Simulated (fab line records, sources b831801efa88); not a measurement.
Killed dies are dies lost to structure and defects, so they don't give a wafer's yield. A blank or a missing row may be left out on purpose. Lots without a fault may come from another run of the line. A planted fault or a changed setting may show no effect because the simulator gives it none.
Which tool did it? | flow sky130 | 13 lots, 39 wafers sampled, at 1 step of a route of 708

WHAT THE GAUGES READ, wafer by wafer
SKY_METAL1_OVL_MEAS_16.
lot  | measured     | on         | METAL1_OVL (nm)
L791 | day 32 22:48 | overlay-01 | -12 -9 -6
L792 | day 33 17:49 | overlay-01 | 13 5 5
L793 | day 33 21:37 | overlay-02 | 3 0 -1
L797 | day 35 07:37 | overlay-02 | 7 9 11
L798 | day 35 11:16 | overlay-02 | 3 -1 2
L801 | day 36 09:12 | overlay-01 | -5 2 3
L803 | day 36 22:22 | overlay-01 | 5 11 5
L806 | day 37 22:29 | overlay-02 | 8 11 7
L807 | day 38 03:58 | overlay-01 | -7 -1 -4
L808 | day 38 11:41 | overlay-01 | -4 -1 -4
L809 | day 38 17:34 | overlay-01 | 1 0 2
L812 | day 39 09:34 | overlay-01 | 1 -6 -3
L813 | day 39 16:55 | overlay-01 | -4 3 3

WHICH TOOL RAN EACH LOT (tool, then ch and the chambers of the sampled wafers, then the start)
The record holds no process step before these readings.

WHAT THE TOOLS THEMSELVES READ (means of the sampled wafers that have a number; where no wafer has one, the mark that the record gives instead)
The record holds no such reading with a usual standard deviation.

THE ANSWER, worked out from the rows above alone
Rule: what is usual is taken from the lots themselves. Put in order of their means at a reading, lots are off if they are a third of the lots or fewer, leave a main group of 4 or more, and stand apart from it by a gap of 3 or more times the standard deviation of the main group's means; of several such gaps the widest counts. A main group whose means are all the same, to the digits that the tables above print for the reading, isn't used. A lot without any number at a reading at which 4 lots or more have one is off too. The other lots that the step has rows for count as sound. The gauges are gone through in route order, then the tools' own readings, and for those a lot's mean is taken as printed above. The first step at which some lot is off is used, and at that step the reading that is off furthest; a lot without a number counts as furthest.
No lot is off at any reading shown: from this, nothing can be told.

WHAT THE SIMULATOR HAD PUT IN
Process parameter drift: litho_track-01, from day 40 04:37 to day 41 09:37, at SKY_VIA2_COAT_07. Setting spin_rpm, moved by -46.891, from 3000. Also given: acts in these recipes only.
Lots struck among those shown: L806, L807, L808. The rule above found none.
